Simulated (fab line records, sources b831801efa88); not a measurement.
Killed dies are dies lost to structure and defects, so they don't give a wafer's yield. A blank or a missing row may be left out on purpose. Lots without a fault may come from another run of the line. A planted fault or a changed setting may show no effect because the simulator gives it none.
Which tool did it? | flow gf180mcu | 12 lots, 36 wafers sampled, at 6 steps of a route of 602

WHAT THE GAUGES READ, wafer by wafer
GF_HV_LDD_TW_MEAS_11.
lot  | measured     | on            | HV_LDD_TW
L791 | day 10 16:00 | film_metro-01 | 2377 2377 2378
L793 | day 11 06:41 | film_metro-04 | 2415 2417 2414
L796 | day 12 08:02 | film_metro-03 | 2452 2457 2448
L797 | day 12 07:46 | film_metro-03 | 2442 2452 2435
L798 | day 12 19:21 | film_metro-03 | 2443 2456 2434
L799 | day 12 20:35 | film_metro-04 | 2434 2430 2426
L804 | day 14 17:38 | film_metro-01 | 2359 2362 2358
L808 | day 15 19:43 | film_metro-04 | 2416 2401 2410
L809 | day 15 20:59 | film_metro-04 | 2412 2408 2409
L810 | day 16 05:47 | film_metro-04 | 2406 2404 2423
L811 | day 16 16:51 | film_metro-03 | 2425 2431 2427
L813 | day 17 02:17 | film_metro-01 | 2383 2373 2377

GF_PSD_RS_MEAS_14: measures by four-point-probe.
lot  | measured     | on            | NSD_RS (ohm/sq)
L791 | day 14 21:21 | film_metro-01 | 46.15 45.96 46.07
L793 | day 15 14:20 | film_metro-03 | 46.05 46.02 46.23
L796 | day 16 21:56 | film_metro-03 | 46.13 46.26 46.20
L797 | day 16 20:58 | film_metro-01 | 46.13 45.99 45.97
L798 | day 17 11:10 | film_metro-03 | 44.33 46.07 46.07
L799 | day 17 13:44 | film_metro-02 | 44.47 44.54 44.48
L804 | day 19 17:52 | film_metro-02 | 46.21 46.29 46.14
L808 | day 20 22:59 | film_metro-03 | 46.15 46.17 46.13
L809 | day 21 01:50 | film_metro-03 | 46.16 46.07 46.10
L810 | day 21 10:47 | film_metro-02 | 46.15 46.10 46.16
L811 | day 21 22:06 | film_metro-02 | 46.01 45.97 46.05
L813 | day 22 06:20 | film_metro-03 | 46.00 45.98 46.00

GF_PSD_RS_MEAS_15: measures by four-point-probe.
lot  | measured     | on            | PSD_RS (ohm/sq)
L791 | day 14 21:28 | film_metro-01 | 108.40 108.46 108.37
L793 | day 15 14:27 | film_metro-03 | 108.61 108.46 108.43
L796 | day 16 22:03 | film_metro-03 | 108.65 109.07 109.00
L797 | day 16 21:05 | film_metro-01 | 108.44 108.21 108.06
L798 | day 17 11:17 | film_metro-03 | 104.77 108.64 108.38
L799 | day 17 13:51 | film_metro-02 | 104.42 104.34 104.14
L804 | day 19 17:59 | film_metro-02 | 108.62 108.75 108.36
L808 | day 20 23:07 | film_metro-03 | 108.06 108.52 108.77
L809 | day 21 01:57 | film_metro-03 | 108.63 108.60 108.40
L810 | day 21 10:54 | film_metro-02 | 108.35 108.61 108.19
L811 | day 21 22:13 | film_metro-02 | 108.12 107.88 108.04
L813 | day 22 06:28 | film_metro-03 | 108.36 107.99 108.44

WHICH TOOL RAN EACH LOT (tool, then ch and the chambers of the sampled wafers, then the start)
lot  | GF_DUAL_GATE_STRIP_13                | GF_HV_LDD_RTA_52                 | GF_PSD_RTA_13
L791 | plasma_asher-02 ch 0,1, day 8 23:06  | rtp_anneal-01 ch 0, day 13 00:31 | rtp_anneal-01 ch 0, day 14 21:16
L793 | plasma_asher-01 ch 0, day 9 11:57    | rtp_anneal-01 ch 0, day 13 17:22 | rtp_anneal-01 ch 0, day 15 14:15
L796 | plasma_asher-04 ch 0,1, day 10 12:26 | rtp_anneal-01 ch 0, day 14 21:38 | rtp_anneal-01 ch 0, day 16 21:51
L797 | plasma_asher-04 ch 0,1, day 10 13:44 | rtp_anneal-01 ch 0, day 14 20:55 | rtp_anneal-01 ch 0, day 16 20:52
L798 | plasma_asher-02 ch 0,1, day 10 21:56 | rtp_anneal-01 ch 0, day 15 10:37 | rtp_anneal-01 ch 0, day 17 11:04
L799 | plasma_asher-02 ch 0, day 10 23:00   | rtp_anneal-01 ch 0, day 15 12:04 | rtp_anneal-01 ch 0, day 17 13:39
L804 | plasma_asher-04 ch 0, day 12 14:15   | rtp_anneal-01 ch 0, day 17 13:33 | rtp_anneal-02 ch 0, day 19 17:43
L808 | plasma_asher-01 ch 0,1, day 13 19:53 | rtp_anneal-02 ch 0, day 18 18:14 | rtp_anneal-01 ch 0, day 20 22:53
L809 | plasma_asher-02 ch 0,1, day 13 20:06 | rtp_anneal-02 ch 0, day 18 20:51 | rtp_anneal-01 ch 0, day 21 01:45
L810 | plasma_asher-02 ch 0,1, day 14 03:07 | rtp_anneal-02 ch 0, day 19 05:44 | rtp_anneal-01 ch 0, day 21 10:41
L811 | plasma_asher-02 ch 0,1, day 14 15:24 | rtp_anneal-01 ch 0, day 19 17:39 | rtp_anneal-01 ch 0, day 21 22:01
L813 | plasma_asher-01 ch 0,1, day 15 01:03 | rtp_anneal-01 ch 0, day 20 02:53 | rtp_anneal-01 ch 0, day 22 06:16
- GF_DUAL_GATE_STRIP_13: strips in O2/N2.
- GF_HV_LDD_RTA_52: time 10 s.
- GF_PSD_RTA_13: time 20 s.

WHAT THE TOOLS THEMSELVES READ (means of the sampled wafers that have a number; where no wafer has one, the mark that the record gives instead)
GF_DUAL_GATE_STRIP_13.
lot  | tool            | drypump_motor_current_A (A) | heater_power_w (W) | oes_product_au (a.u.) | strip_time_to_endpoint_s (s)
L791 | plasma_asher-02 | 5.7                         | 337                | 0.718                 | 12.68
L793 | plasma_asher-01 | 6.3                         | 351                | 0.716                 | 12.60
L796 | plasma_asher-04 | 6.1                         | 377                | 0.715                 | 12.62
L797 | plasma_asher-04 | 5.7                         | 347                | 0.713                 | 12.56
L798 | plasma_asher-02 | 5.7                         | 358                | 0.712                 | 12.63
L799 | plasma_asher-02 | 5.6                         | 371                | 0.712                 | 12.54
L804 | plasma_asher-04 | 5.3                         | 337                | 0.713                 | 12.60
L808 | plasma_asher-01 | 6.3                         | 343                | 0.715                 | 12.61
L809 | plasma_asher-02 | 5.7                         | 355                | 0.717                 | 12.63
L810 | plasma_asher-02 | 5.7                         | 337                | 0.713                 | 12.65
L811 | plasma_asher-02 | 5.7                         | 357                | 0.719                 | 12.60
L813 | plasma_asher-01 | 6.2                         | 342                | 0.710                 | 12.62

GF_HV_LDD_RTA_52.
lot  | tool          | lamp_power_pct (%) | wafer_temp_C_max
L791 | rtp_anneal-01 | 31.1               | 1002.6
L793 | rtp_anneal-01 | 31.1               | 1003.1
L796 | rtp_anneal-01 | 31.1               | 1002.7
L797 | rtp_anneal-01 | 31.1               | 1003.7
L798 | rtp_anneal-01 | 31.1               | 1003.6
L799 | rtp_anneal-01 | 31.1               | 1003.2
L804 | rtp_anneal-01 | 31.1               | 1003.2
L808 | rtp_anneal-02 | 33.4               | 1004.7
L809 | rtp_anneal-02 | 33.4               | 1005.5
L810 | rtp_anneal-02 | 33.4               | 1005.3
L811 | rtp_anneal-01 | 31.1               | 1003.3
L813 | rtp_anneal-01 | 31.1               | 1003.7

GF_PSD_RTA_13.
lot  | tool          | lamp_power_pct (%) | run_length_s (s) | wafer_temp_C_max
L791 | rtp_anneal-01 | 32.3               | 48.6             | 1028.8
L793 | rtp_anneal-01 | 32.3               | 48.6             | 1028.6
L796 | rtp_anneal-01 | 32.3               | 48.4             | 1028.3
L797 | rtp_anneal-01 | 32.3               | 48.5             | 1028.3
L798 | rtp_anneal-01 | 32.3               | 51.2             | 1028.0
L799 | rtp_anneal-01 | 32.3               | 56.6             | 1028.7
L804 | rtp_anneal-02 | 34.7               | 50.9             | 1029.5
L808 | rtp_anneal-01 | 32.2               | 48.5             | 1029.2
L809 | rtp_anneal-01 | 32.3               | 48.4             | 1028.0
L810 | rtp_anneal-01 | 32.3               | 48.6             | 1027.9
L811 | rtp_anneal-01 | 32.3               | 48.4             | 1027.9
L813 | rtp_anneal-01 | 32.3               | 48.6             | 1029.8

THE ANSWER, worked out from the rows above alone
Rule: what is usual is taken from the lots themselves. Put in order of their means at a reading, lots are off if they are a third of the lots or fewer, leave a main group of 4 or more, and stand apart from it by a gap of 3 or more times the standard deviation of the main group's means; of several such gaps the widest counts. A main group whose means are all the same, to the digits that the tables above print for the reading, isn't used. A lot without any number at a reading at which 4 lots or more have one is off too. The other lots that the step has rows for count as sound. The gauges are gone through in route order, then the tools' own readings, and for those a lot's mean is taken as printed above. The first step at which some lot is off is used, and at that step the reading that is off furthest; a lot without a number counts as furthest.
Off: L798, L799, at GF_PSD_RS_MEAS_14 (NSD_RS). The main group: mean 46.10 ohm/sq, standard deviation 0.072.
A tool fits if, at a process step before that reading, it ran every lot that is off, and no sound lot after the first of them. The gauges at GF_PSD_RS_MEAS_14 aren't tried: what is off there is off at GF_PSD_RTA_13 too, on other tools, and a gauge's error can't cause that. None of those tried fits.

WHAT THE SIMULATOR HAD PUT IN
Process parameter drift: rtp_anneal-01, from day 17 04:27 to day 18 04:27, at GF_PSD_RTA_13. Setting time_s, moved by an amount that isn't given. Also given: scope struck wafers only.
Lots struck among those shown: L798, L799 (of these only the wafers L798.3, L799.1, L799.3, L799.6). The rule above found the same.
